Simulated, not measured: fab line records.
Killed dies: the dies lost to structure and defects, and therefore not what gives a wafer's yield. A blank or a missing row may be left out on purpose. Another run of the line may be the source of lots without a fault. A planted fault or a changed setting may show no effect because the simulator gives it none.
Matching of chambers    flow sky130    SKY_CONTACT_CMP_04 on cmp-02: 4 sister chambers
The step polishes SiO2. 4 wafers are shown with their chamber, then 12 later ones without.

## WAFERS WITH THEIR CHAMBER
wafer   chamber  motorCurrentA (A)
L083.5  2        9.8
L086.1  1        10.9
L086.3  0        13.0
L086.4  3        11.0

## WAFERS MISSING THEIR CHAMBER
wafer   motorCurrentA (A)
L086.2  9.8
L086.5  10.2
L086.6  11.0
L087.3  10.3
L087.4  11.5
L087.6  11.7
L088.1  10.1
L088.2  11.6
L088.4  13.5
L094.3  9.4
L094.4  13.7
L094.5  9.9

## WHICH CHAMBER EACH WENT THROUGH
wafer   from the rows above           in truth
L086.2  2                             2
L086.5  can't be placed: 2 or 1 or 3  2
L086.6  can't be placed: 3 or 1       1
L087.3  can't be placed: 2 or 1 or 3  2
L087.4  can't be placed: 3 or 1       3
L087.6  can't be placed: 3 or 1 or 0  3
L088.1  can't be placed: 2 or 1 or 3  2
L088.2  can't be placed: 3 or 1 or 0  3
L088.4  0                             0
L094.3  2                             2
L094.4  0                             0
L094.5  can't be placed: 2 or 1       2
Correct placement for 4 of the 12. Can't be placed from these rows: 8 (the true chamber is among the candidates in 8). Number placed wrongly: 0.
How it was worked out, from the rows above alone: a wafer's distance from a chamber is the root of the sum, over the readings, of the square of ((its reading less the chamber's mean) divided by the reading's scatter). If the next closest chamber is less than 2 further off than the closest, the wafer can't be placed; otherwise it belongs to the closest. For every chamber, the mean is computed from those of its wafers that are shown. The scatter: root of mean squared gap, hidden wafer to nearest shown wafer, with one shown wafer a chamber.
